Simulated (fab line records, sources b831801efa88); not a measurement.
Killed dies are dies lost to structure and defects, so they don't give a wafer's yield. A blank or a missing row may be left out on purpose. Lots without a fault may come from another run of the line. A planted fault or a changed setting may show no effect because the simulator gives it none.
One fault seen from 2 desks | flow gf180mcu | each desk has only its own numbers; what lay behind them comes last

THE METROLOGY DESK
What the gauges read, lot by lot, whatever tool the lot ran on: means of the sampled wafers that have a number. A lot is out of limits, marked OUT, if its mean lies more than 4 standard deviations from the usual mean; the brackets give that distance.
Columns: A = MVSD_RS at GF_VT_IMPLANT_RS_MEAS_46, usual 456.7 ohm/sq; B = cd_nm at GF_POLY_GATE_CD_MEAS_10, usual 280.0 nm; C = HV_LDD_TW at GF_HV_LDD_TW_MEAS_11, usual 2421; D = HV_LDD_RS at GF_HV_LDD_RS_MEAS_53, usual 418.8 ohm/sq
lot  | first seen here | A     | B     | C                    | D
L261 | day 7 14:43     | 455.9 | 278.6 | 2433                 | 417.6
L262 | day 7 15:45     | 457.7 | 281.8 | 2438                 | 419.0
L264 | day 8 05:14     | 456.8 | 281.8 | 2415                 | 417.8
L265 | day 8 10:42     | 455.2 | 279.3 | 2437                 | 417.8
L268 | day 9 18:31     | 455.3 | 279.6 | 30 (-99 or more) OUT | 882.3 (+99 or more) OUT
L270 | day 10 08:55    | 455.0 | 278.8 | 30 (-99 or more) OUT | 885.1 (+99 or more) OUT
L276 | day 11 15:39    | 457.1 | 280.0 | 2387                 | 419.2
L277 | day 11 20:43    | 457.2 | 280.4 | 2410                 | 418.4
L278 | day 12 03:09    | 454.7 | 283.7 | 2416                 | 419.2
L279 | day 12 13:53    | 454.0 | 278.8 | 2448                 | 418.2
L280 | day 13 02:41    | 454.4 | 280.9 | 2446                 | 418.2
L281 | day 13 11:11    | 456.8 | 279.8 | 2369                 | 420.6
L282 | day 13 19:14    | 457.9 | 279.4 | 2425                 | 419.3
L284 | day 14 14:05    | 455.7 | 278.8 | 2386                 | 418.3
This desk's finding: out of limits on L268, L270; first on L268, day 12 10:54 (HV_LDD_TW at GF_HV_LDD_TW_MEAS_11). In limits: L261, L262, L264, L265, L276, L277, L278, L279, L280, L281, L282, L284.

THE TOOL OWNER'S DESK: implanter-03
The tool's own readings at GF_HV_LDD_IMPLANT_09: means of the sampled wafers that have a number, for each lot that ran on this tool. A lot is out of limits, marked OUT, if its mean lies more than 4 standard deviations from the usual mean; the brackets give that distance.
Columns: A = beam_energy_keV at GF_HV_LDD_IMPLANT_09, usual 39.995; B = beam_on_s at GF_HV_LDD_IMPLANT_09, usual 9.99 s
lot  | first seen here | A      | B
L265 | day 10 21:32    | 39.993 | 9.95
L277 | day 14 15:50    | 39.995 | 9.89
L279 | day 15 11:57    | 39.993 | 10.10
L280 | day 15 23:59    | 39.996 | 10.09
L284 | day 17 18:29    | 40.007 | 10.17
This desk's finding: nothing out of limits on any of the 5 lots.

PUT TOGETHER
The metrology desk could have raised an alarm at day 12 10:54, on L268, L270.
The tool owner's desk saw nothing out of limits.
The tool owner's desk has no number on record for L268, L270.
Of the lots named, all ran GF_HV_LDD_IMPLANT_09 on implanter-03.

WHAT THE SIMULATOR HAD PUT IN
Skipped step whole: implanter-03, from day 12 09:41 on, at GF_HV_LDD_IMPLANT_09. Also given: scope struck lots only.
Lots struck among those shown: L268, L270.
Hours from the fault's start to each desk's first reading out of limits: the metrology desk, 1.
